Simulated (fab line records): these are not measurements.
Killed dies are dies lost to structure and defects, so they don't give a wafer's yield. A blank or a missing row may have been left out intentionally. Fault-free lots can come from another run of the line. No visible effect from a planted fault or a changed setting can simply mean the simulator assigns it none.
Chamber matching ; flow sfqLine ; cmp-02 running SFQ_TRILAYER_I1_CMP_CMP_046: 4 sister chambers
The step polishes SiO2. 17 wafers are shown with their chamber, then 8 later ones without.

== WAFERS WITH THEIR CHAMBER ==
wafer;chamber;motorCurrentA (A);timeToEndpointS (s);edgeZonePressureFrac
L544.4;2;8.7;216;0.997
L544.2;0;8.9;216;1.008
L544.5;2;8.8;222;0.992
L547.1;1;9.9;215;1.001
L547.3;2;8.5;207;0.998
L547.4;0;9.0;215;1.001
L554.3;3;9.1;219;0.991
L554.4;2;8.8;220;1.004
L554.5;1;9.6;217;1.002
L555.3;1;9.3;209;1.001
L555.2;3;8.5;223;1.001
L555.5;0;8.7;221;0.998
L558.4;1;9.4;218;1.003
L558.1;0;9.3;227;1.009
L558.6;2;8.6;216;1.000
L560.3;1;9.7;203;0.996
L560.4;2;8.5;208;0.997

SIGNATURES (means of the wafers above)
reading;chamber 0;chamber 1;chamber 2;chamber 3;scatter within a chamber
motorCurrentA;8.975;9.580;8.650;8.800;0.23
timeToEndpointS;219.75;212.40;214.83;221.00;5.86
edgeZonePressureFrac;1.00400;1.00060;0.99800;0.99600;0.00433
Rule: for each reading, subtract the chamber's mean from the wafer's reading, divide by that reading's scatter and square the result; add these up over the readings and take the root, which gives the wafer's distance from the chamber. If the next closest chamber is less than 2 further off than the closest, the wafer can't be placed; otherwise it belongs to the closest. The scatter is the square root of a quotient: the sum, over the shown wafers, of each reading's squared deviation from its chamber's mean, divided by wafers minus chambers.

== WAFERS WHOSE CHAMBER IS MISSING ==
wafer;motorCurrentA (A);timeToEndpointS (s);edgeZonePressureFrac
L560.6;9.7;221;0.987
L562.1;9.7;218;0.999
L562.3;9.1;213;0.997
L562.4;8.5;218;1.002
L566.1;8.9;242;0.999
L566.5;9.1;214;0.997
L566.6;8.5;214;1.006
L567.1;9.6;214;0.998

== CHAMBER TAKEN BY EACH ==
wafer;from the rows above;in truth
L560.6;can't be placed: 1 or 3 or 0 or 2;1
L562.1;1;1
L562.3;can't be placed: 3 or 2 or 0 or 1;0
L562.4;can't be placed: 2 or 3 or 0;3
L566.1;can't be placed: 3 or 0 or 2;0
L566.5;can't be placed: 3 or 0 or 2 or 1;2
L566.6;can't be placed: 2 or 0 or 3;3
L567.1;1;1
Correctly placed: 2 of 8. Can't be placed from these rows: 6 (the true chamber is among the candidates in 6). Wrongly placed: 0.
